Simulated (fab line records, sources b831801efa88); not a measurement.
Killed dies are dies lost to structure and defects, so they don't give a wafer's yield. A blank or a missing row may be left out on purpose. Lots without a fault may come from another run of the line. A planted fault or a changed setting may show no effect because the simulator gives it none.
A struck lot beside a sound one | flow sky130 | 22 steps out of a route of 708
Sound: wafers L358.1, L358.5, L358.6. Struck: wafers L347.2, L347.5, L347.6. The cause comes at the end.
At each step with rows: each side's tool, then ch and its chambers, then its first start. Under that, the readings that differ: sound wafers | struck wafers | difference of the means | sigmas: that difference in standard deviations of wafers without a fault.
alike: readings whose means differ by less than 2 such deviations, and words and numbers that are the same on both sides. not compared: withheld readings, readings that some wafer has no value for, bounds like >300 that may hide the same value, and numbers for which the record gives no deviation and whose values overlap.
The two part at a step that has a row with sigmas, a row that says differs or no value, or rows on one side only. Numbers that don't overlap but have no deviation are shown without sigmas and don't part them. A reading that every wafer of one side lacks parts them only if that side has two wafers or more.

first, 7 steps without rows for these wafers: SKY_FIELD_ISO_HMDS_06 (prime time 60 s); SKY_FIELD_ISO_COAT_07 (resist thk 60 nm); SKY_FIELD_ISO_COAT_08 (resist thk 450 nm); SKY_FIELD_ISO_SOFTBAKE_09 (time 90 s); SKY_FIELD_ISO_EXPOSE_10 (exposes mask FOM, target cd 150 nm); SKY_FIELD_ISO_PEB_11; SKY_FIELD_ISO_DEVELOP_12 (develop time 60 s).
SKY_FIELD_ISO_CD_MEAS_13: target cd 150 nm.
  sound on cd_sem-01, day 6 01:13; struck on cd_sem-02, day 3 20:41
  reading    | sound             | struck            | difference | sigmas
  cd_nm (nm) | 151.7 151.8 151.5 | 148.9 147.3 149.0 | -3.3       | -2
SKY_FIELD_ISO_ETCH_14: etches BARC in N2/H2, stops on SiO2, time 45.9 s, target depth 60 nm.
  sound on rie_diel-01 ch 1,3, day 6 01:20; struck on rie_diel-01 ch 2,3, day 3 20:47
  alike: bias_w, chamber_pressure_mTorr, drypump_motor_current_A, oes_product_au, throttle_valve_pct
  not compared: rf_hours_counter_h
SKY_FIELD_ISO_ETCH_15: etches the open film in CHF3/O2, stops on Si, target depth 180 nm, time 72 s.
  sound on rie_diel-01 ch 1,3, day 6 01:22; struck on rie_diel-01 ch 2,3, day 3 20:49
  alike: O2_flow_sccm, bias_w, drypump_motor_current_A, oes_product_au, throttle_valve_pct
  not compared: rf_hours_counter_h
SKY_FIELD_ISO_STRIP_16: strips in O2/N2.
  sound on plasma_asher-02 ch 0,1, day 6 01:26; struck on plasma_asher-04 ch 0,1, day 3 20:53
  alike: drypump_motor_current_A, oes_product_au, strip_time_to_endpoint_s
  not compared: rf_hours_counter_h
SKY_FIELD_ISO_ETCH_17: etches Si in HBr/Cl2/O2, target depth 342 nm, time 97.7 s.
  sound on rie_si-01 ch 0,1,2, day 6 01:32; struck on rie_si-02 ch 0,2,3, day 3 20:59
  alike: HBr_flow_sccm, O2_flow_sccm, drypump_motor_current_A, he_backside_leak_sccm, oes_product_au, throttle_valve_pct
  not compared: rf_hours_counter_h
SKY_FIELD_ISO_WET_ETCH_18: etches Si3N4 in H3PO4, target depth 25 nm, time 286 s.
  sound on wet_bench-02 ch 1, day 6 01:36; struck on wet_bench-03 ch 0, day 3 21:03
  no value came back on the struck wafers for bath_guard_temp_C (C), bath_heat_duty_pct (%); on the sound wafers bath_guard_temp_C (C) reads 160.1 160.5 160.1
  reading                                     | sound             | struck        | difference | sigmas
  model.Si3N4_of_FIELD_ISO_CVD_03.thk_nm (nm) | 127.8 127.7 127.6 | 152 151.4 150 | +23        |
then, 6 steps without rows for these wafers: SKY_FIELD_ISO_CLEAN_19 (cleans in SC1/SC2, time 150 s); SKY_FIELD_ISO_CLEAN_20 (cleans in dHF, time 19.37 s); SKY_FIELD_ISO_WET_ETCH_21 (etches SiO2 in dHF, target depth 20 nm, time 400 s); SKY_FIELD_ISO_OXIDATION_22 (stabilise 600 s, purge 300 s, target thk 10 nm); SKY_FIELD_ISO_CVD_24 (deposits SiO2, target thk 595 nm, time 99.2 s); SKY_FIELD_ISO_ANNEAL_26 (time 1800 s).
SKY_FIELD_ISO_CMP_27: polishes, stops on Si3N4, t overpolish 16 s, target thk 457.8 nm.
  sound on cmp-01 ch 1,2,3, day 6 09:42; struck on cmp-02 ch 0,1,2, day 4 00:21
  alike: motor_current_A
SKY_FIELD_ISO_WET_ETCH_28: etches SiO2 in dHF, target depth 23.7 nm, time 47 s.
  sound on wet_bench-03 ch 2, day 6 09:54; struck on wet_bench-03 ch 2, day 4 00:30
  reading                                     | sound             | struck          | difference | sigmas
  model.Si3N4_of_FIELD_ISO_CVD_03.thk_nm (nm) | 121.8 121.7 121.6 | 146 145.4 144.1 | +23        |
  alike: bath_heat_duty_pct, run_length_s
then, 1 step without rows for these wafers: SKY_FIELD_ISO_WET_ETCH_29 (etches Si3N4 in H3PO4, target depth 160 nm, time 1825 s).

WHERE THEY PART
First at SKY_FIELD_ISO_CD_MEAS_13; last, within this record, at SKY_FIELD_ISO_WET_ETCH_18. Later steps at which nothing parts them and some readings are alike: SKY_FIELD_ISO_CMP_27, SKY_FIELD_ISO_WET_ETCH_28.

WHY: what the simulator had put in
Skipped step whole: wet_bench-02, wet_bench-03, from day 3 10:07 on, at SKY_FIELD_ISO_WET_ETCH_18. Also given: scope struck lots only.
